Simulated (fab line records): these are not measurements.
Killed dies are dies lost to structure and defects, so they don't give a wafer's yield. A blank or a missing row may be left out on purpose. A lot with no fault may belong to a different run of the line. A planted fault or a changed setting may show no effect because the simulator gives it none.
Comparing a struck lot with a sound one    flow sky130    18 out of 708 route steps
Sound: the wafers L104.2, L104.3, L104.6. Struck: wafer L118.5; the same lot's L118.3 was not struck, so it is left out; see the end for the cause.
At each step with rows: each side's tool, then ch and its chambers, then its first start. Under that, the readings that differ: sound wafers    struck wafers    difference of the means    sigmas: that difference in standard deviations of wafers without a fault.
alike: words and numbers the same on both sides, and readings whose means are apart by under 2 such deviations; not compared: readings that were withheld, readings missing a value for some wafer, numbers with overlapping values and no deviation given by the record, and bounds like >300 which may hide the same value.
A row with sigmas, a row that says differs or no value, or rows on one side alone: a step with any of these is where the two part. Numbers that have no deviation but don't overlap get no sigmas and don't part them. Lack of a reading on every wafer of one side parts them only where that side has two or more wafers.

first, 3 steps without rows for these wafers: SKY_VIA3_EXPOSE_09 (exposes mask VIM3, target cd 200 nm); SKY_VIA3_PEB_10; SKY_VIA3_DEVELOP_11 (develop time 60 s).
SKY_VIA3_CD_MEAS_12 targets a cd of 200 nm.
  struck on cd_sem-02, day 44 08:28; sound on cd_sem-01, day 40 05:11
  alike: cd_nm
SKY_VIA3_OVL_MEAS_13:
  struck on overlay-02, day 44 08:34; sound on overlay-02, day 40 05:17
  alike: VIA3_OVL
SKY_VIA3_ETCH_14: etches BARC in N2/H2, stops on SiO2, time 45.9 s, target depth 60 nm.
  sound on rie_diel-04 ch 2,3, day 40 05:19; struck on rie_diel-04 ch 2, day 44 08:35
  alike: drypump_motor_current_A, oes_product_au, throttle_valve_pct
  not compared: rf_hours_counter_h
SKY_VIA3_ETCH_15: etches SiO2 in C4F8/O2/Ar, stops on TiN, target depth 507 nm, time 78 s.
  sound on rie_diel-04 ch 2,3, day 40 05:22; struck on rie_diel-04 ch 2, day 44 08:38
  alike: oes_product_au
  not compared: rf_hours_counter_h
SKY_VIA3_STRIP_16: strips in O2/N2.
  sound on plasma_asher-02 ch 0,1, day 40 05:26; struck on plasma_asher-01 ch 1, day 44 08:43
  alike: drypump_motor_current_A, oes_product_au, strip_time_to_endpoint_s
  not compared: rf_hours_counter_h
then, 3 steps without rows for these wafers: SKY_VIA3_STRIP_17 (strips in post etch residue remover, time 1200 s); SKY_VIA3_CLEAN_18 (cleans in IPA, time 180 s); SKY_VIA3_CLEAN_19 (cleans in O3/DIW).
SKY_VIA3_SPUTTER_20: material TiN, target thk 20 nm, time 80 s.
  struck on pvd_sputter-01, day 44 09:17; sound on pvd_sputter-04, day 40 06:03
reading                 sound           struck  difference  sigmas
throttle_valve_pct (%)  30.1 29.8 30.1  31.9    +1.9        +2
  alike: cathode_dc_power_W
SKY_VIA3_CVD_21: deposits W, target thk 390 nm, time 117.31 s.
  sound on cvd_w-02 ch 0,1, day 40 06:07; struck on cvd_w-02 ch 1, day 44 09:23
reading                             sound            struck  difference  sigmas
model.W_of_VIA3_CVD_21.thk_nm (nm)  388.6 390 394.3  443.8   +52.8       
  alike: heater_power_w
SKY_VIA3_RS_MEAS_22: a four-point-probe measurement.
  struck on film_metro-03, day 44 09:47; sound on film_metro-04, day 40 06:15
reading             sound              struck  difference  sigmas
VIA3_W_RS (ohm/sq)  0.295 0.294 0.291  0.257   -0.036      -6
  not compared: hold
SKY_VIA3_THK_MEAS_23: measures by xrf.
  struck on film_metro-03, day 44 15:46; sound on film_metro-04, day 40 06:22
reading          sound        struck  difference  sigmas
VIA3_W_THK (nm)  380 383 387  428     +45         +5
  not compared: hold
SKY_VIA3_CMP_24: polishes, stops on SiO2, t overpolish 20 s, target thk 0 nm.
  sound on cmp-01 ch 0,1,2, day 40 06:31; struck on cmp-01 ch 3, day 44 18:23
reading                 sound     struck                    difference                    sigmas
hold                    - - -     await_dispo/2.5h/release  no value on the sound wafers  
time_to_endpoint_s (s)  91 92 95  107                       +14                           +4
  alike: motor_current_A, platen_rpm, slurry_filter_dp_kPa, slurry_flow_ml_min
SKY_METAL4_SPUTTER_00: material Ti, target thk 15 nm, time 10 s.
  struck on pvd_sputter-03, day 44 18:35; sound on pvd_sputter-03, day 40 06:43
  alike: cathode_dc_power_W, throttle_valve_pct
SKY_PAD_OPEN_PROBE_99:
  rows exist in the record for the sound wafers here (prober-01, day 46 08:16), none for the struck ones

## WHERE THEY PART
First at SKY_VIA3_SPUTTER_20; last, within this record, at SKY_PAD_OPEN_PROBE_99.

WHY: whatever the simulator had introduced
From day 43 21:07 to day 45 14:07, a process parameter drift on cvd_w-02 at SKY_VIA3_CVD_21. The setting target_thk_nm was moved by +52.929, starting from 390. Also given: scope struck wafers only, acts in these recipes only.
